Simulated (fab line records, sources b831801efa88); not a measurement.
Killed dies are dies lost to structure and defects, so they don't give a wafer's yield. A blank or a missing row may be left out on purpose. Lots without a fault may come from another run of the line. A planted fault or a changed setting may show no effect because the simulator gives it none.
Which tool did it? | flow sky130 | 12 lots, 36 wafers sampled, at 5 steps of a route of 708

WHAT THE GAUGES READ, wafer by wafer
SKY_SD_N_RS_MEAS_16: measures by four-point-probe.
lot  | measured     | on            | SD_N_RS (ohm/sq)
L440 | day 27 20:56 | film_metro-02 | 68.46 68.40 68.34
L439 | day 27 21:58 | film_metro-02 | 68.67 68.62 68.56
L443 | day 29 12:16 | film_metro-01 | 68.46 68.40 68.54
L446 | day 30 16:06 | film_metro-04 | 68.45 68.60 68.46
L447 | day 30 18:25 | film_metro-01 | 68.46 68.45 68.31
L455 | day 33 10:24 | film_metro-04 | 70.15 70.03 70.03 70.05 70.02 70.02
L456 | day 33 12:38 | film_metro-02 | 69.94 69.92 69.96 70.03 70.11 69.90
L457 | day 33 15:06 | film_metro-04 | 68.59 68.77 68.60
L458 | day 34 04:37 | film_metro-04 | 68.57 68.57 68.66
L460 | day 34 13:52 | film_metro-01 | 68.43 68.33 68.42
L461 | day 34 18:59 | film_metro-01 | 68.57 68.46 68.51
L462 | day 35 07:22 | film_metro-01 | 68.48 68.45 68.47

SKY_LI_CONTACT_CD_MEAS_12: target cd 170 nm.
lot  | measured     | on        | cd_nm (nm)
L440 | day 29 01:05 | cd_sem-02 | 169.6 169.2 170.1
L439 | day 29 02:17 | cd_sem-02 | 171.0 170.3 170.3
L443 | day 30 14:01 | cd_sem-01 | 170.1 171.1 170.8
L446 | day 31 19:40 | cd_sem-02 | 168.4 168.1 168.4
L447 | day 31 21:49 | cd_sem-01 | 169.0 169.2 169.3
L455 | day 34 13:50 | cd_sem-01 | 170.1 169.5 169.9
L456 | day 34 15:39 | cd_sem-01 | 170.7 172.0 170.9
L457 | day 34 18:19 | cd_sem-02 | 170.7 169.3 169.0
L458 | day 35 08:53 | cd_sem-02 | 168.6 168.6 169.4
L460 | day 35 17:59 | cd_sem-01 | 172.1 170.8 170.0
L461 | day 35 23:31 | cd_sem-02 | 171.3 171.8 172.7
L462 | day 36 09:53 | cd_sem-01 | 171.8 172.4 169.6

SKY_LOCAL_INTERCONNECT_THK_MEAS_02: measures by xrf.
lot  | measured     | on            | LOCAL_INTERCONNECT_TIN_THK (nm)
L440 | day 29 02:34 | film_metro-01 | 101.5 101.4 103.1
L439 | day 29 03:48 | film_metro-03 | 100.2 101.4 101.3
L443 | day 30 15:31 | film_metro-04 | 98.5 99.6 98.3
L446 | day 31 21:10 | film_metro-03 | 100.8 101.8 100.6
L447 | day 31 23:19 | film_metro-03 | 100.7 101.7 102.6
L455 | day 34 15:31 | film_metro-03 | 100.0 100.4 101.7
L456 | day 34 17:15 | film_metro-03 | 100.1 99.8 100.2
L457 | day 34 19:48 | film_metro-01 | 103.8 103.7 102.4
L458 | day 35 10:29 | film_metro-04 | 99.6 98.7 100.1
L460 | day 35 19:37 | film_metro-03 | 100.6 99.1 100.0
L461 | day 36 01:01 | film_metro-03 | 102.0 99.9 100.5
L462 | day 36 11:22 | film_metro-03 | 102.5 101.3 100.2

WHICH TOOL RAN EACH LOT (tool, then ch and the chambers of the sampled wafers, then the start)
lot  | SKY_SD_N_IMPLANT_10             | SKY_LI_CONTACT_CMP_02
L440 | implanter-02 ch 0, day 27 20:24 | cmp-02 ch 0,2,3, day 27 21:32
L439 | implanter-03 ch 0, day 27 21:21 | cmp-02 ch 0,2, day 27 22:34
L443 | implanter-04 ch 0, day 29 11:44 | cmp-01 ch 0,1,2, day 29 12:47
L446 | implanter-04 ch 0, day 30 15:35 | cmp-01 ch 2,3, day 30 16:37
L447 | implanter-03 ch 0, day 30 17:53 | cmp-01 ch 0,1,3, day 30 19:02
L455 | implanter-03 ch 0, day 33 09:48 | cmp-02 ch 0,3, day 33 14:35
L456 | implanter-03 ch 0, day 33 12:02 | cmp-01 ch 2,3, day 33 18:24
L457 | implanter-04 ch 0, day 33 14:35 | cmp-02 ch 0,1,3, day 33 15:41
L458 | implanter-02 ch 0, day 34 04:06 | cmp-01 ch 0,3, day 34 05:10
L460 | implanter-02 ch 0, day 34 13:19 | cmp-02 ch 0,1,3, day 34 14:46
L461 | implanter-04 ch 0, day 34 18:27 | cmp-02 ch 0,2,3, day 34 19:35
L462 | implanter-02 ch 0, day 35 06:51 | cmp-01 ch 2,3, day 35 07:52
- SKY_SD_N_IMPLANT_10
- SKY_LI_CONTACT_CMP_02: polishes PSG.

WHAT THE TOOLS THEMSELVES READ (means of the sampled wafers that have a number; where no wafer has one, the mark that the record gives instead)
SKY_SD_N_IMPLANT_10.
lot  | tool         | beam_on_s (s) | dose_ions_cm2 | faraday_current_uA
L440 | implanter-02 | 10.7          | 1.0008e+14    | 526
L439 | implanter-03 | 9.9           | 9.9997e+13    | 568
L443 | implanter-04 | 9.9           | 1.0002e+14    | 569
L446 | implanter-04 | 9.9           | 1.0002e+14    | 570
L447 | implanter-03 | 10.0          | 1.0022e+14    | 563
L455 | implanter-03 | 9.9           | 3.8730e+13    | 219
L456 | implanter-03 | 9.7           | 3.8637e+13    | 223
L457 | implanter-04 | 10.1          | 1.0008e+14    | 556
L458 | implanter-02 | 10.7          | 1.0004e+14    | 526
L460 | implanter-02 | 10.9          | 1.0018e+14    | 517
L461 | implanter-04 | 10.0          | 1.0004e+14    | 567
L462 | implanter-02 | 10.9          | 9.9977e+13    | 517

SKY_LI_CONTACT_CMP_02.
lot  | tool   | head_pressure_psi (psi) | motor_current_A (A) | slurry_filter_dp_kPa (kPa) | time_to_endpoint_s (s)
L440 | cmp-02 | 3.999                   | 12.8                | 13.45                      | 30.4
L439 | cmp-02 | 4.007                   | 12.5                | 13.40                      | 30.8
L443 | cmp-01 | 3.997                   | 12.3                | 13.39                      | 34.7
L446 | cmp-01 | 4.002                   | 11.4                | 13.52                      | 32.2
L447 | cmp-01 | 4.002                   | 11.9                | 13.43                      | 32.2
L455 | cmp-02 | 4.005                   | 13.2                | 13.55                      | 29.8
L456 | cmp-01 | 3.999                   | 11.2                | 13.45                      | 34.1
L457 | cmp-02 | 4.001                   | 12.8                | 13.47                      | 33.4
L458 | cmp-01 | 3.996                   | 11.1                | 13.63                      | 33.2
L460 | cmp-02 | 4.000                   | 12.8                | 13.45                      | 30.3
L461 | cmp-02 | 3.996                   | 12.9                | 13.46                      | 33.8
L462 | cmp-01 | 4.002                   | 11.6                | 13.51                      | 31.1

THE ANSWER, worked out from the rows above alone
Rule: what is usual is taken from the lots themselves. Put in order of their means at a reading, lots are off if they are a third of the lots or fewer, leave a main group of 4 or more, and stand apart from it by a gap of 3 or more times the standard deviation of the main group's means; of several such gaps the widest counts. A main group whose means are all the same, to the digits that the tables above print for the reading, isn't used. A lot without any number at a reading at which 4 lots or more have one is off too. The other lots that the step has rows for count as sound. The gauges are gone through in route order, then the tools' own readings, and for those a lot's mean is taken as printed above. The first step at which some lot is off is used, and at that step the reading that is off furthest; a lot without a number counts as furthest.
Off: L455, L456, at SKY_SD_N_RS_MEAS_16 (SD_N_RS). The main group: mean 68.50 ohm/sq, standard deviation 0.089.
A tool fits if, at a process step before that reading, it ran every lot that is off, and no sound lot after the first of them. The gauges at SKY_SD_N_RS_MEAS_16 aren't tried: what is off there is off at SKY_SD_N_IMPLANT_10 too, on other tools, and a gauge's error can't cause that. One fits: implanter-03 at SKY_SD_N_IMPLANT_10. Its last sound lot is L447 (day 30 17:53), its first lot that is off L455 (day 33 09:48): a fault that began between those two fits.
The tool's own readings at SKY_SD_N_IMPLANT_10 bear it out: on the lots that are off they differ by more than 5 times the standard deviation of the sound lots' means. dose_ions_cm2 reads 3.8684e+13 there against 1.0007e+14 on the sound lots; faraday_current_uA reads 221 there against 548 on the sound lots.

WHAT THE SIMULATOR HAD PUT IN
Process parameter drift: implanter-03, from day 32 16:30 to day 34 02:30, at SKY_SD_N_IMPLANT_10. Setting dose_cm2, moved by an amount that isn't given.
Lots struck among those shown: L455, L456. The rule above found the same.
